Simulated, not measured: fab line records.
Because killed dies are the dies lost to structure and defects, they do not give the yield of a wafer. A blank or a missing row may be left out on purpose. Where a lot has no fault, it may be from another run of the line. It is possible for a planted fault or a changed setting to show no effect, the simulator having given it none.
Chamber matching    flow gf180mcu    rie-si-02 running GF_STI_ETCH_14: 4 sister chambers
The step etches Si in HBr/Cl2/O2, target depth 360 nm, time 102.9 s. 8 wafers are shown with their chamber, then 8 later ones without.

EACH WAFER AND ITS CHAMBER
wafer   chamber  drypump-motor-current-A (A)  oes-product-au (a.u.)
L331.1  1        5.37                         0.978
L336.6  3        5.89                         0.996
L338.2  3        5.90                         0.990
L338.3  2        5.89                         0.978
L339.3  0        5.63                         1.005
L339.5  1        5.36                         0.978
L339.6  0        5.64                         1.011
L347.3  2        5.89                         0.987

WAFERS WHOSE CHAMBER IS MISSING
wafer   drypump-motor-current-A (A)  oes-product-au (a.u.)
L347.4  5.60                         0.992
L347.6  5.63                         0.997
L348.1  5.34                         0.994
L348.3  5.84                         0.984
L348.5  5.66                         0.988
L352.1  5.91                         0.983
L352.4  5.63                         0.995
L352.5  5.36                         0.980

CHAMBER TAKEN BY EACH
wafer   from the rows above      in truth
L347.4  0                        0
L347.6  0                        0
L348.1  1                        1
L348.3  can't be placed: 2 or 3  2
L348.5  0                        0
L352.1  can't be placed: 2 or 3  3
L352.4  0                        0
L352.5  1                        1
Placed correctly: 6 of 8. Unplaceable from these rows: 2, with the true chamber sitting among the candidates in 2. Placed wrongly: 0.
How it was worked out, from the rows above alone: a wafer's distance from a chamber is the root of the sum, over the readings, of the square of ((its reading less the chamber's mean) divided by the reading's scatter). If the next closest chamber is less than 2 further off than the closest, the wafer can't be placed; otherwise it belongs to the closest. For every chamber, the mean is computed from those of its wafers that are shown. The scatter is the square root of a quotient: the sum, over the shown wafers, of each reading's squared deviation from its chamber's mean, divided by wafers minus chambers.
